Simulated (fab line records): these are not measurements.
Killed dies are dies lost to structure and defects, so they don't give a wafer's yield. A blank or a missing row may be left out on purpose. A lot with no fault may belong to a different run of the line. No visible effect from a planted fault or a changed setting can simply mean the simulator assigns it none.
Which of the tools did it?	flow gf180mcu	72 wafers from 24 lots sampled at 5 of the route's 602 steps

WHAT THE GAUGES SHOWED, per wafer
GF_VT_IMPLANT_OVL_MEAS_07.
lot	measured	on	VT_IMPLANT_OVL (nm)
L074	day 5 13:05	overlay-02	-1.3 -2.6 -0.3
L075	day 5 17:42	overlay-02	0.1 1.5 1.1
L076	day 6 01:29	overlay-02	-2.8 -2.7 -1.7
L077	day 6 07:37	overlay-02	1.5 2.6 3.4
L078	day 6 13:27	overlay-02	2.8 2.3 2.2
L079	day 6 20:43	overlay-02	-0.2 0.3 -0.3
L080	day 7 02:52	overlay-02	0.3 0.5 0.0
L081	day 7 14:16	overlay-02	1.9 -0.3 0.5
L082	day 7 14:28	overlay-01	2.1 2.2 2.3
L083	day 7 21:43	overlay-01	1.5 3.1 3.3
L084	day 8 08:32	overlay-02	2.4 2.2 1.5
L085	day 8 20:08	overlay-01	-0.7 0.0 0.5
L086	day 9 04:17	overlay-02	1.2 -0.4 0.9
L087	day 9 05:10	overlay-01	-0.3 0.9 1.2
L088	day 9 11:39	overlay-02	-0.5 1.3 1.3
L089	day 9 16:50	overlay-01	1.3 0.3 1.2
L090	day 9 22:26	overlay-02	0.0 -1.3 -0.7
L091	day 10 07:16	overlay-02	0.3 0.9 1.9
L092	day 10 09:17	overlay-02	1.0 0.5 1.0
L093	day 10 11:21	overlay-02	0.1 -0.1 -1.8
L094	day 10 18:16	overlay-02	1.9 0.5 -1.5
L095	day 10 21:18	overlay-02	-0.4 0.8 -0.2
L096	day 11 04:57	overlay-02	0.2 1.3 2.5
L097	day 11 11:52	overlay-02	0.5 -0.9 0.1

GF_VT_IMPLANT_OVL_MEAS_29.
lot	measured	on	VT_IMPLANT_02_OVL (nm)
L074	day 6 19:59	overlay-02	-0.8 0.6 -1.5
L075	day 6 23:37	overlay-02	0.4 0.8 -1.1
L076	day 7 08:41	overlay-01	2.5 3.1 3.1
L077	day 7 15:00	overlay-01	0.6 1.1 -0.1
L078	day 7 22:24	overlay-02	1.9 0.7 0.5
L079	day 8 04:19	overlay-01	1.2 0.7 0.3
L080	day 8 10:35	overlay-01	1.4 -0.3 0.0
L081	day 8 23:03	overlay-02	-0.6 -3.6 -3.2
L082	day 8 23:43	overlay-02	-1.5 0.8 -1.7
L083	day 9 06:43	overlay-01	1.6 1.8 0.8
L084	day 9 18:04	overlay-01	-0.2 -0.9 0.9
L085	day 10 05:40	overlay-02	-0.7 -2.3 -2.7
L086	day 10 16:22	overlay-02	0.0 0.9 -0.3
L087	day 10 16:39	overlay-01	0.4 0.2 0.9
L088	day 10 22:19	overlay-02	1.0 1.9 2.5
L089	day 11 03:37	overlay-01	-1.2 0.0 0.4
L090	day 11 09:58	overlay-02	0.1 -0.1 0.4
L091	day 11 20:10	overlay-02	0.6 2.7 2.2
L092	day 11 23:26	overlay-01	-0.6 0.9 -1.5
L093	day 12 00:30	overlay-02	-2.1 -1.2 -0.9
L094	day 12 08:02	overlay-01	-0.4 1.3 1.7
L095	day 12 11:27	overlay-01	0.1 -1.8 -0.4
L096	day 12 19:57	overlay-02	0.3 3.2 0.6
L097	day 13 02:19	overlay-02	-2.1 -2.1 -1.6

GF_HV_LDD_OVL_MEAS_32.
lot	measured	on	HV_LDD_02_OVL (nm)
L074	day 11 12:55	overlay-01	-3.4 -3.2 -2.8
L075	day 11 16:05	overlay-01	-1.1 -1.6 -2.3
L076	day 11 23:52	overlay-02	-1.4 -1.5 -1.5
L077	day 12 06:55	overlay-02	-0.6 0.4 -0.2
L078	day 12 17:20	overlay-01	-1.0 -1.1 -2.4
L079	day 13 05:43	overlay-02	-2.4 -1.7 -2.5
L080	day 13 10:44	overlay-01	-2.8 -2.8 -2.3
L081	day 13 23:08	overlay-01	-1.4 -1.2 0.4
L082	day 14 03:59	overlay-02	-1.8 -2.3 -1.4
L083	day 14 09:11	overlay-02	2.3 -0.2 -0.1
L084	day 15 00:07	overlay-01	2.0 0.6 2.3
L085	day 15 13:34	overlay-01	0.7 1.2 1.3
L086	day 16 02:38	overlay-02	-1.3 -1.3 0.1
L087	day 16 04:32	overlay-02	0.7 1.5 1.1
L088	day 16 09:10	overlay-02	-0.1 1.5 -0.1
L089	day 16 19:02	overlay-01	1.0 -0.4 0.6
L090	day 16 23:10	overlay-01	-1.8 -0.2 0.7
L091	day 17 12:34	overlay-02	-3.2 -2.2 -1.6
L092	day 17 15:44	overlay-02	0.5 1.8 1.1
L093	day 17 15:58	overlay-02	-0.2 0.9 0.5
L094	day 18 01:04	overlay-01	0.3 -0.7 -1.3
L095	day 18 07:08	overlay-01	-2.4 -3.1 -2.1
L096	day 18 16:34	overlay-02	-0.7 -0.6 -0.6
L097	day 18 23:10	overlay-01	-1.2 -2.7 -2.3

GF_V1_BOW_MEAS_05.
lot	measured	on	V1_BOW (um)
L074	day 17 03:03	film_metro-04	70 90 79
L075	day 17 06:58	film_metro-04	73 81 70
L076	day 17 17:56	film_metro-02	76 83 78
L077	day 18 01:20	film_metro-02	79 87 86
L078	day 18 13:47	film_metro-04	85 84 106
L079	day 19 05:56	film_metro-04	95 79 95
L080	day 19 14:01	film_metro-04	85 93 89
L081	day 20 01:19	film_metro-04	72 91 86
L082	day 20 05:34	film_metro-02	69 74 76
L083	day 20 13:16	film_metro-03	92 68 84
L084	day 21 03:50	film_metro-03	76 87 85
L085	day 21 20:13	film_metro-03	87 86 98
L086	day 22 08:38	film_metro-02	82 102 82
L087	day 22 11:55	film_metro-02	63 72 68
L088	day 22 15:31	film_metro-02	91 76 81
L089	day 23 01:20	film_metro-03	80 83 83
L090	day 23 04:57	film_metro-02	65 64 87
L091	day 23 17:04	film_metro-04	97 87 84
L092	day 23 21:57	film_metro-02	74 64 77
L093	day 23 23:04	film_metro-03	76 85 78
L094	day 24 07:46	film_metro-02	81 86 77
L095	day 24 12:18	film_metro-02	91 101 90
L096	day 24 21:35	film_metro-04	91 86 102
L097	day 25 03:19	film_metro-04	79 78 83

WHAT TOOL EACH LOT RAN ON (gives the tool, then ch and the chambers of the sampled wafers, and finally the start)
lot	GF_M1_METAL_ETCH_16
L074	rie_metal-04 ch 0,1, day 17 01:50
L075	rie_metal-02 ch 0,1, day 17 05:44
L076	rie_metal-04 ch 0,1, day 17 16:39
L077	rie_metal-02 ch 0,1, day 18 00:06
L078	rie_metal-04 ch 0,1, day 18 12:34
L079	rie_metal-02 ch 0,1, day 19 04:38
L080	rie_metal-03 ch 0,1, day 19 12:27
L081	rie_metal-04 ch 0,1, day 20 00:04
L082	rie_metal-03 ch 0, day 20 04:16
L083	rie_metal-04 ch 0,1, day 20 12:02
L084	rie_metal-03 ch 0,1, day 21 02:35
L085	rie_metal-03 ch 0, day 21 18:59
L086	rie_metal-02 ch 0,1, day 22 07:24
L087	rie_metal-03 ch 0,1, day 22 10:37
L088	rie_metal-02 ch 0, day 22 14:17
L089	rie_metal-03 ch 0,1, day 23 00:05
L090	rie_metal-04 ch 0, day 23 03:43
L091	rie_metal-03 ch 0,1, day 23 15:51
L092	rie_metal-02 ch 0, day 23 20:43
L093	rie_metal-04 ch 0,1, day 23 21:49
L094	rie_metal-04 ch 0,1, day 24 06:29
L095	rie_metal-02 ch 0,1, day 24 10:59
L096	rie_metal-03 ch 0,1, day 24 20:18
L097	rie_metal-04 ch 0, day 25 02:01
- GF_M1_METAL_ETCH_16: etches the open film in Cl2/BCl3, stops on SiO2, target depth 627.5 nm, time 104.6 s.

AS READ BY THE TOOLS THEMSELVES (means over the sampled wafers that have a number; for cases with no such wafer, the mark the record gives instead)
GF_M1_METAL_ETCH_16.
lot	tool	drypump_motor_current_A (A)	oes_product_au (a.u.)	throttle_valve_pct (%)
L074	rie_metal-04	5.4	0.973	28.253
L075	rie_metal-02	5.1	0.968	28.249
L076	rie_metal-04	5.3	0.979	28.239
L077	rie_metal-02	5.0	0.977	28.252
L078	rie_metal-04	5.4	0.979	28.241
L079	rie_metal-02	5.0	0.978	28.243
L080	rie_metal-03	5.8	0.968	28.242
L081	rie_metal-04	5.4	0.973	28.256
L082	rie_metal-03	5.8	0.984	28.245
L083	rie_metal-04	5.4	0.974	28.247
L084	rie_metal-03	5.8	0.965	28.246
L085	rie_metal-03	5.8	0.978	28.244
L086	rie_metal-02	5.0	0.972	28.252
L087	rie_metal-03	5.8	0.969	28.244
L088	rie_metal-02	5.0	0.975	28.249
L089	rie_metal-03	5.8	0.966	28.255
L090	rie_metal-04	5.2	0.978	28.249
L091	rie_metal-03	5.8	0.979	28.249
L092	rie_metal-02	5.0	0.974	28.241
L093	rie_metal-04	5.5	0.973	28.239
L094	rie_metal-04	5.5	0.971	28.254
L095	rie_metal-02	5.0	0.976	28.244
L096	rie_metal-03	5.8	0.971	28.254
L097	rie_metal-04	5.2	0.969	28.251

THE ANSWER, worked out from the rows above alone
Rule: usual is defined by the lots themselves. Put in order of their means at a reading, lots are off if they are a third of the lots or fewer, leave a main group of 4 or more, and stand apart from it by a gap of 3 or more times the standard deviation of the main group's means; of several such gaps the widest counts. The tables above print the reading to a certain number of digits; a main group whose means all agree to those digits is not used. Also off: a lot with no number at a reading for which 4 or more lots have one. All remaining lots with rows at the step are treated as sound. After the gauges, taken in route order, come the tools' own readings; for these a lot's mean is taken, as printed above. At the first step where some lot is off, the reading lying furthest off is the one used; lots without a number count as furthest.
Nothing can be told from this: no lot is off at any reading shown.

WHAT WAS PUT IN BY THE SIMULATOR
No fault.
